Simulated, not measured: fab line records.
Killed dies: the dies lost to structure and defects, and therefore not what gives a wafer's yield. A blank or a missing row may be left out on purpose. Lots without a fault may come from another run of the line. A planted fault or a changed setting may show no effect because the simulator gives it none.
Problem report in the 8D (eight disciplines) form, filled by code -- flow sfqLine -- the parts of the form that need people (team, actions taken, sign-off) are left out

1. THE ISSUE
Mean of rfFwdPowerW at SFQ_TRILAYER_M3_BARC_OPEN_METAL_ETCH_100: 499.9 W over 2 wafers from 1 lot, against 594.5 W (standard deviation 2.5) on wafers with no fault. Relative to the usual mean, that is a shift of -38 standard deviations.
The step: etches BARC in O2, target depth 125 nm, time 41.7 s.
Earliest sighting: wafer L659.2 on rieMetal-03 at day 43 22:08. The record has a number at this step for 39 wafers belonging to 13 lots. The rule behind "out" and "out of limits": a value lying over 4 standard deviations away from the usual mean. The rest of the wafers with a number are treated as sound.

2. WHAT IT IS, AND WHAT IT ISN'T
question,is,is not
which readings at this step,rfFwdPowerW,"drypumpMotorCurrentA, oesProductAu"
which lots,L659,"L647, L648, L649, L650, L661, L662, L663, L664, L666, L667, L668, L669"
which wafers of those lots,"L659.2, L659.3",L659.6
read on which tools,rieMetal-03,"rieMetal-02, rieMetal-04"
when,from day 43 22:08,"up to then (13 sound wafers); but 24 sound wafers of L661, L662, L663, L664, L666, L667, L668, L669 came after"

3. THE SUSPECTS, EACH WITH WHAT RULES IT OUT
Counting: if a tool at a process step up to the reading ran every lot that is out, it stays a suspect. Sound lots after the first of them don't rule it out here, since some wafers of a struck lot are sound.
- rieMetal-03 at SFQ_TRILAYER_M3_BARC_OPEN_METAL_ETCH_100 (etches BARC in O2, target depth 125 nm, time 41.7 s): kept. It ran the lot that is out, L659 (day 43 22:08); its last sound lot up to then is L650 (day 39 01:12). Its own rfFwdPowerW readings are out on those wafers.
- At SFQ_TRILAYER_M3_BARC_OPEN_METAL_ETCH_100 on rieMetal-03, chamber 0 took the sound wafers of the same lots and chamber 1 took the wafers that are out.
Remaining after the count: rieMetal-03 at SFQ_TRILAYER_M3_BARC_OPEN_METAL_ETCH_100.

4. THE CAUSE (what the simulator had put in)
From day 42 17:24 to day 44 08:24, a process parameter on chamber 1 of rieMetal-03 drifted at SFQ_TRILAYER_M3_BARC_OPEN_METAL_ETCH_100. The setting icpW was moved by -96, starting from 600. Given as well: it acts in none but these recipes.
Only this tool survived the counting.

5. THE EFFECT CHAIN, in route order
Rows list readings where the struck wafers' mean (over those with a number) sits beyond 3 standard deviations from the usual. Only readings for which the record gives a usual standard deviation are gone through. hours: the time from each lot's start at the first step in this table that gives one to its start at this step, as a median over the lots. sigmas: the change in usual standard deviations.
hours,step,reading,usual,on struck wafers,change,sigmas
0,SFQ_TRILAYER_M3_BARC_OPEN_METAL_ETCH_100,rfFwdPowerW,594.5 W,499.9,-94.6,-38
It contains these process steps:
- SFQ_TRILAYER_M3_BARC_OPEN_METAL_ETCH_100: etches BARC in O2, target depth 125 nm, time 41.7 s.

6. WHAT WOULD HAVE CAUGHT IT SOONER
In this record no reading fell out of limits until day 43 22:08, 29 hours after the fault had begun at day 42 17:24.
